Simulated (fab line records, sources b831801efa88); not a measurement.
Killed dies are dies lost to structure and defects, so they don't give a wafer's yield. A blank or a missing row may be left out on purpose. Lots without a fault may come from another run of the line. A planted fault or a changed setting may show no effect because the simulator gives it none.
Tool commonality check | flow gf180mcu | 13 lots, 39 wafers sampled

WHY IT WAS OPENED
At GF_POLY_GATE_THK_MEAS_01 the reading POLY_GATE_CVD_00_THK is flagged on 3 of 13 lots. Wafers without a fault read 200.4 nm, standard deviation 2.
Rule: a lot is flagged when every wafer of it that has a number lies more than 4 standard deviations from that mean, or none has a number. The other lots count as sound.

lot  | measured     | on            | POLY_GATE_CVD_00_THK (nm), wafer by wafer | flag
L367 | day 8 10:49  | film_metro-01 | 199.0 198.9 200.6                         |
L369 | day 9 02:13  | film_metro-02 | 200.5 202.4 202.1                         |
L370 | day 9 08:31  | film_metro-04 | 200.2 199.7 201.1                         |
L371 | day 9 13:59  | film_metro-02 | 199.6 199.5 199.3                         |
L373 | day 10 04:44 | film_metro-04 | 201.3 200.4 199.9                         |
L374 | day 10 13:38 | film_metro-01 | 202.8 202.7 200.0                         |
L376 | day 11 05:46 | film_metro-04 | 200.6 199.7 199.6                         |
L377 | day 11 13:29 | film_metro-02 | 403.9 404.8 403.6                         | FLAGGED
L378 | day 12 00:48 | film_metro-02 | 201.3 201.5 201.5                         |
L379 | day 12 05:41 | film_metro-02 | 200.6 200.3 200.3                         |
L381 | day 12 16:39 | film_metro-02 | 399.0 399.1 397.3                         | FLAGGED
L382 | day 13 01:40 | film_metro-04 | 404.6 403.2 401.9                         | FLAGGED
L389 | day 14 23:15 | film_metro-02 | 199.7 200.0 200.6                         |
The numbers of the flagged lots are 401.9 nm on average: +201.5 nm against the usual, or +99 or more standard deviations.

WHICH TOOL RAN EACH LOT
The record holds 2 process steps before the reading, out of a route of 602 steps. In each cell: the tool, then ch and the chambers that the sampled wafers went through, then the start.
lot  | flag    | GF_NWELL_STRIP_10                   | GF_POLY_GATE_CVD_00
L367 |         | plasma_asher-03 ch 0,1, day 3 08:57 | lpcvd-02 ch 0, day 8 09:29
L369 |         | plasma_asher-03 ch 0,1, day 3 18:59 | lpcvd-01 ch 0, day 9 00:13
L370 |         | plasma_asher-01 ch 0,1, day 3 23:05 | lpcvd-01 ch 0, day 9 07:10
L371 |         | plasma_asher-03 ch 0,1, day 4 04:56 | lpcvd-01 ch 1, day 9 12:37
L373 |         | plasma_asher-01 ch 0,1, day 4 14:36 | lpcvd-01 ch 1, day 10 03:23
L374 |         | plasma_asher-01 ch 0,1, day 4 23:02 | lpcvd-02 ch 0, day 10 12:19
L376 |         | plasma_asher-02 ch 0,1, day 5 08:57 | lpcvd-02 ch 0, day 11 04:26
L377 | FLAGGED | plasma_asher-03 ch 0,1, day 5 14:29 | lpcvd-02 ch 1, day 11 09:23
L378 |         | plasma_asher-03 ch 0,1, day 6 00:14 | lpcvd-01 ch 0, day 11 23:28
L379 |         | plasma_asher-01 ch 0,1, day 6 04:30 | lpcvd-01 ch 0, day 12 04:21
L381 | FLAGGED | plasma_asher-03 ch 0,1, day 6 11:18 | lpcvd-01 ch 0, day 12 13:44
L382 | FLAGGED | plasma_asher-02 ch 0,1, day 6 19:32 | lpcvd-01 ch 0, day 12 22:49
L389 |         | plasma_asher-02 ch 0,1, day 8 06:32 | lpcvd-02 ch 0, day 14 21:14
What these steps do:
- GF_NWELL_STRIP_10: strips in O2/N2.
- GF_POLY_GATE_CVD_00: deposits poly-Si, target thk 200 nm, time 1200 s.
- GF_POLY_GATE_THK_MEAS_01

FLAGGED OVER TOTAL, TOOL BY TOOL (the gauges that took the reading come last)
step                     | tool            | lots run | flagged | share of the flagged lots | sound lots run after its first flagged lot
GF_NWELL_STRIP_10        | plasma_asher-01 | 4        | 0       | none                      | -
GF_NWELL_STRIP_10        | plasma_asher-02 | 3        | 1       | some                      | 1 (L389)
GF_NWELL_STRIP_10        | plasma_asher-03 | 6        | 2       | some                      | 1 (L378)
GF_POLY_GATE_CVD_00      | lpcvd-01        | 8        | 2       | some                      | 0
GF_POLY_GATE_CVD_00      | lpcvd-02        | 5        | 1       | some                      | 1 (L389)
GF_POLY_GATE_THK_MEAS_01 | film_metro-01   | 2        | 0       | none                      | -
GF_POLY_GATE_THK_MEAS_01 | film_metro-02   | 7        | 2       | some                      | 3 (L378,L379,L389)
GF_POLY_GATE_THK_MEAS_01 | film_metro-04   | 4        | 1       | some                      | 0

WHAT THE TABLE ALLOWS
No row of the table ran every flagged lot.

WHAT THE SIMULATOR HAD PUT IN
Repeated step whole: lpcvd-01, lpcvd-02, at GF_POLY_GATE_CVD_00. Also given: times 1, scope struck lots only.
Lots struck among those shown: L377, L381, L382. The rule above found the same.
